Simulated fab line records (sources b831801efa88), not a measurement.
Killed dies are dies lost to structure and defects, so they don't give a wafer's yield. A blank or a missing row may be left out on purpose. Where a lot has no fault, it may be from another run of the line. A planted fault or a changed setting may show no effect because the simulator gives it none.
Code-filled problem report in 8D (eight disciplines) form || flow sky130 || the parts of the form that need people (team, actions taken, sign-off) are left out

## 1. THE ISSUE
Wafers without a fault read 200.0 W, standard deviation 0.56; bias_w at SKY_CONTACT_ETCH_18 reads a mean of 305.9 W on 2 wafers belonging to 2 lots. That is +99 or more standard deviations from the usual mean.
The step: etches Si3N4 in CHF3/O2, stops on TiN, time 39 s, target depth 75 nm.
Seen first at day 33 21:00 on rie_diel-03, wafer L357.1. Wafers with a number at this step in the record: 18, from 6 lots. Rule for "out", or "out of limits": more than 4 standard deviations from the usual mean. The other wafers with a number count as sound.

## 2. WHAT THIS IS AND IS NOT
{"question": "which readings at this step", "is": "bias_w", "is not": "drypump_motor_current_A, oes_product_au, throttle_valve_pct"}
{"question": "which lots", "is": "L357, L360", "is not": "L351, L363, L368, L369"}
{"question": "which wafers of those lots", "is": "L357.1, L360.1", "is not": "L357.2, L357.6, L360.2, L360.3"}
{"question": "read on which tools", "is": "rie_diel-03", "is not": "rie_diel-01, rie_diel-04"}
{"question": "when", "is": "from day 33 21:00", "is not": "up to then (5 sound wafers); but 11 sound wafers of L360, L363, L368, L369 came after"}

## 3. WHAT RULES OUT EACH SUSPECT
Counting: if a tool at a process step up to the reading ran every lot that is out, it stays a suspect. Sound lots after the first of them don't rule it out here, since some wafers of a struck lot are sound.
- rie_diel-03 at SKY_CONTACT_ETCH_16 (etches BARC in N2/H2, stops on SiO2, time 45.9 s, target depth 60 nm): kept. It ran every lot that is out, first L357 (day 33 21:41); its last sound lot up to then is L351 (day 31 12:58).
- rie_diel-03 at SKY_CONTACT_ETCH_17 (etches SiO2 in C4F8/O2/Ar, stops on Si3N4, target depth 340 nm): kept. It ran every lot that is out, first L357 (day 33 21:43); its last sound lot up to then is L351 (day 31 13:01).
- rie_diel-03 at SKY_CONTACT_ETCH_18 (etches Si3N4 in CHF3/O2, stops on TiN, time 39 s, target depth 75 nm): kept. It ran every lot that is out, first L357 (day 33 21:00); its last sound lot up to then is L351 (day 31 13:00). On those wafers its own readings are out: bias_w.
- In rie_diel-03 at SKY_CONTACT_ETCH_16, the wafers that are out were processed in chamber 1 and their sound lot-mates in chambers 0, 2, 3.
- In rie_diel-03 at SKY_CONTACT_ETCH_17, the wafers that are out were processed in chamber 1 and their sound lot-mates in chambers 0, 2, 3.
- In rie_diel-03 at SKY_CONTACT_ETCH_18, the wafers that are out were processed in chamber 1 and their sound lot-mates in chambers 0, 2, 3.
Still standing after the count: rie_diel-03 at SKY_CONTACT_ETCH_16, rie_diel-03 at SKY_CONTACT_ETCH_17, rie_diel-03 at SKY_CONTACT_ETCH_18.

## 4. THE CAUSE (what the simulator had put in)
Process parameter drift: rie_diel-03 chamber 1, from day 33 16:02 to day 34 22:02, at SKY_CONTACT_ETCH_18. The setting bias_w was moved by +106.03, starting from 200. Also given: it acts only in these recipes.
Of the 3 suspects that counting leaves, this tool is one.

## 5. THE EFFECT CHAIN, in route order
One row per reading whose mean, taken over the struck wafers that have a number, lies over 3 standard deviations from the usual. Only readings for which the record gives a usual standard deviation are gone through. hours: the time from each lot's start at the first step in this table that gives one to its start at this step, as a median over the lots. sigmas: the change in usual standard deviations.
{"hours": 0, "step": "SKY_CONTACT_ETCH_18", "reading": "bias_w", "usual": "200.0 W", "on struck wafers": 305.9, "change": "+105.9", "sigmas": "+99 or more"}
{"hours": 0, "step": "SKY_CONTACT_STRIP_19", "reading": "strip_time_to_endpoint_s", "usual": "3.64 s", "on struck wafers": 3.52, "change": -0.12, "sigmas": -3.3}
Process steps it contains:
- SKY_CONTACT_ETCH_18: etches Si3N4 in CHF3/O2, stops on TiN, time 39 s, target depth 75 nm.
- SKY_CONTACT_STRIP_19: strips in O2/N2.

## 6. WHAT WOULD HAVE CAUGHT IT SOONER
First out-of-limits reading in this record: day 33 21:00, which is 5 hours after fault onset at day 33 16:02.
